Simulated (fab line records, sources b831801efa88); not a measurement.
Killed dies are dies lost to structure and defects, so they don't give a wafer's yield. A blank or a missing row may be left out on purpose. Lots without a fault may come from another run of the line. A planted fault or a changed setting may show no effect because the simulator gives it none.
Tool commonality check | flow sky130 | 13 lots, 45 wafers sampled

WHY IT WAS OPENED
At SKY_VT_ADJUST_LVTN_TW_MEAS_21 the reading VT_ADJUST_LVTN_2_TW is flagged on 2 of 13 lots. Wafers without a fault read 186.2, standard deviation 1.5.
Rule: a lot is flagged when every wafer of it that has a number lies more than 4 standard deviations from that mean, or none has a number. The other lots count as sound.

lot  | measured     | on            | VT_ADJUST_LVTN_2_TW, wafer by wafer | flag
L321 | day 8 05:54  | film_metro-02 | 188.9 189.2 188.8                   |
L322 | day 8 23:15  | film_metro-02 | 188.0 188.7 189.5                   |
L323 | day 9 03:12  | film_metro-01 | 186.5 186.0 186.6                   |
L325 | day 9 11:25  | film_metro-04 | 186.5 185.8 186.4                   |
L327 | day 10 01:54 | film_metro-02 | 187.8 188.6 188.2                   |
L328 | day 10 05:30 | film_metro-01 | 185.9 184.8 184.9                   |
L330 | day 10 19:17 | film_metro-01 | 185.5 186.4 184.2                   |
L337 | day 12 14:40 | film_metro-04 | 155.0 155.7 154.6 155.3 156.4 154.9 | FLAGGED
L338 | day 13 06:21 | film_metro-04 | 155.4 156.6 155.9 155.1 155.8 155.1 | FLAGGED
L340 | day 13 23:43 | film_metro-01 | 183.9 183.9 184.5                   |
L339 | day 14 01:47 | film_metro-01 | 183.1 184.4 183.5                   |
L341 | day 14 03:09 | film_metro-04 | 186.9 185.3 186.0                   |
L342 | day 14 08:07 | film_metro-01 | 183.7 184.7 184.6                   |
The numbers of the flagged lots are 155.5 on average: -30.7 against the usual, or -20 standard deviations.

WHICH TOOL RAN EACH LOT
The record holds 1 process step before the reading, out of a route of 708 steps. In each cell: the tool, then ch and the chambers that the sampled wafers went through, then the start.
lot  | flag    | SKY_VT_ADJUST_LVTN_IMPLANT_19
L321 |         | implanter-04 ch 0, day 8 05:39
L322 |         | implanter-04 ch 0, day 8 23:00
L323 |         | implanter-02 ch 0, day 9 02:57
L325 |         | implanter-01 ch 0, day 9 11:10
L327 |         | implanter-01 ch 0, day 10 01:39
L328 |         | implanter-02 ch 0, day 10 05:15
L330 |         | implanter-04 ch 0, day 10 19:04
L337 | FLAGGED | implanter-01 ch 0, day 12 14:25
L338 | FLAGGED | implanter-01 ch 0, day 13 06:06
L340 |         | implanter-02 ch 0, day 13 23:28
L339 |         | implanter-04 ch 0, day 14 01:32
L341 |         | implanter-02 ch 0, day 14 02:54
L342 |         | implanter-04 ch 0, day 14 07:52
What these steps do:
- SKY_VT_ADJUST_LVTN_IMPLANT_19
- SKY_VT_ADJUST_LVTN_TW_MEAS_21

FLAGGED OVER TOTAL, TOOL BY TOOL (the gauges that took the reading come last)
step                          | tool          | lots run | flagged | share of the flagged lots | sound lots run after its first flagged lot
SKY_VT_ADJUST_LVTN_IMPLANT_19 | implanter-01  | 4        | 2       | all                       | 0
SKY_VT_ADJUST_LVTN_IMPLANT_19 | implanter-02  | 4        | 0       | none                      | -
SKY_VT_ADJUST_LVTN_IMPLANT_19 | implanter-04  | 5        | 0       | none                      | -
SKY_VT_ADJUST_LVTN_TW_MEAS_21 | film_metro-01 | 6        | 0       | none                      | -
SKY_VT_ADJUST_LVTN_TW_MEAS_21 | film_metro-02 | 3        | 0       | none                      | -
SKY_VT_ADJUST_LVTN_TW_MEAS_21 | film_metro-04 | 4        | 2       | all                       | 1 (L341)

WHAT THE TABLE ALLOWS
2 rows of the table ran every flagged lot: implanter-01 at SKY_VT_ADJUST_LVTN_IMPLANT_19, film_metro-04 at SKY_VT_ADJUST_LVTN_TW_MEAS_21.
- implanter-01 at SKY_VT_ADJUST_LVTN_IMPLANT_19: 2 of its 4 lots flagged. Its last sound lot is L327 (day 10 01:39), its first flagged lot L337 (day 12 14:25): a fault that began between those two fits. Its own readings lie more than 4 standard deviations out on every wafer of the flagged lots: dose_ions_cm2, faraday_current_uA.
- film_metro-04 at SKY_VT_ADJUST_LVTN_TW_MEAS_21: 2 of its 4 lots flagged. Sound lots ran on it after the first flagged one (L341), which a lasting fault on the whole tool wouldn't allow.
One tool is left: implanter-01 at SKY_VT_ADJUST_LVTN_IMPLANT_19.

WHAT THE SIMULATOR HAD PUT IN
Process parameter drift: implanter-01, from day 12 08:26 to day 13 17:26, at SKY_VT_ADJUST_LVTN_IMPLANT_19. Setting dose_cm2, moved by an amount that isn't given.
Lots struck among those shown: L337, L338. The rule above found the same.
